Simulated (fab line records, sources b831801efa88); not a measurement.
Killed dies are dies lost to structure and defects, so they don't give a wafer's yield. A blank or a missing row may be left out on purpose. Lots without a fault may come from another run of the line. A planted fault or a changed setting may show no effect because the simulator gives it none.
Problem report in the 8D (eight disciplines) form, filled by code | flow gf180mcu | the parts of the form that need people (team, actions taken, sign-off) are left out

1. THE PROBLEM
cd_nm at GF_HV_LDD_CD_MEAS_19 reads a mean of 364.2 nm on 6 wafers of 2 lots; wafers without a fault read 400.1 nm with a standard deviation of 2.2. That is -16 standard deviations from the usual mean.
The step: target cd 400 nm.
First seen on wafer L682.1, day 15 02:40, on cd_sem-02. The record holds 39 wafers of 13 lots with a number at this step. Rule for "out", or "out of limits": more than 4 standard deviations from the usual mean. The other wafers with a number count as sound.

2. WHAT IT IS AND WHAT IT IS NOT
question                    | is                     | is not
which readings at this step | cd_nm                  | -
which lots                  | L682, L684             | L669, L671, L672, L674, L675, L677, L678, L679, L690, L691, L692
which wafers of those lots  | all that have a number | -
read on which gauges        | cd_sem-01, cd_sem-02   | -
when                        | from day 15 02:40      | up to then (24 sound wafers); but 9 sound wafers of L690, L691, L692 came after

3. SUSPECTS, AND WHAT RULES EACH OUT
Counting: a tool at a process step up to the reading stays a suspect if it ran every lot that is out and no sound lot after the first of them.
- the gauge at GF_HV_LDD_CD_MEAS_19: ruled out. The wafers that are out were read on 2 gauges (cd_sem-01, cd_sem-02).
- rtp_anneal-02 at GF_VT_IMPLANT_RTA_45 (time 30 s): kept. It ran every lot that is out, first L682 (day 11 08:01), and no sound lot after that; its last sound lot up to then is L678 (day 10 08:15).
- iline_stepper-01 at GF_HV_LDD_EXPOSE_16 (exposes mask Pplus LV AREA, target cd 400 nm): kept. It ran every lot that is out, first L682 (day 14 16:25), and no sound lot after that; its last sound lot up to then is L679 (day 13 17:59). Its own readings are out on those wafers: exposure_dose_mJ_cm2.
Left after counting: rtp_anneal-02 at GF_VT_IMPLANT_RTA_45, iline_stepper-01 at GF_HV_LDD_EXPOSE_16.

4. THE CAUSE (what the simulator had put in)
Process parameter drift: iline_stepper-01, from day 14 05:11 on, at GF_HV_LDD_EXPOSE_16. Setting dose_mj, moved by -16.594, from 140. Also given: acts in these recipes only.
Counting left 2 suspects, and this tool is among them.

5. THE CHAIN OF EFFECTS, in route order
Each row: a reading whose mean over the struck wafers that have a number lies more than 3 standard deviations from the usual. Only readings for which the record gives a usual standard deviation are gone through. hours: the time from each lot's start at the first step in this table that gives one to its start at this step, as a median over the lots. sigmas: the change in usual standard deviations.
hours | step                 | reading              | usual    | on struck wafers | change | sigmas
0     | GF_HV_LDD_EXPOSE_16  | exposure_dose_mJ_cm2 | 140.00   | 123.28           | -16.72 | -99 or more
10    | GF_HV_LDD_CD_MEAS_19 | cd_nm                | 400.1 nm | 364.2            | -35.9  | -16
The process steps in it:
- GF_HV_LDD_EXPOSE_16: exposes mask Pplus LV AREA, target cd 400 nm.

6. WHAT WOULD HAVE CAUGHT IT SOONER
In this record the first reading out of limits at a measuring or inspecting step was taken at day 15 02:40, 21 hours after the fault began at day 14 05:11.
The tool's own readings at GF_HV_LDD_EXPOSE_16 were out on every struck wafer that the step has a row for (exposure_dose_mJ_cm2): an alarm limit on them would have fired on the first of those.
Of the lots that are out (2), L684 began GF_HV_LDD_EXPOSE_16 on iline_stepper-01 after day 15 02:40. A hold on the tool at that time would have spared it.
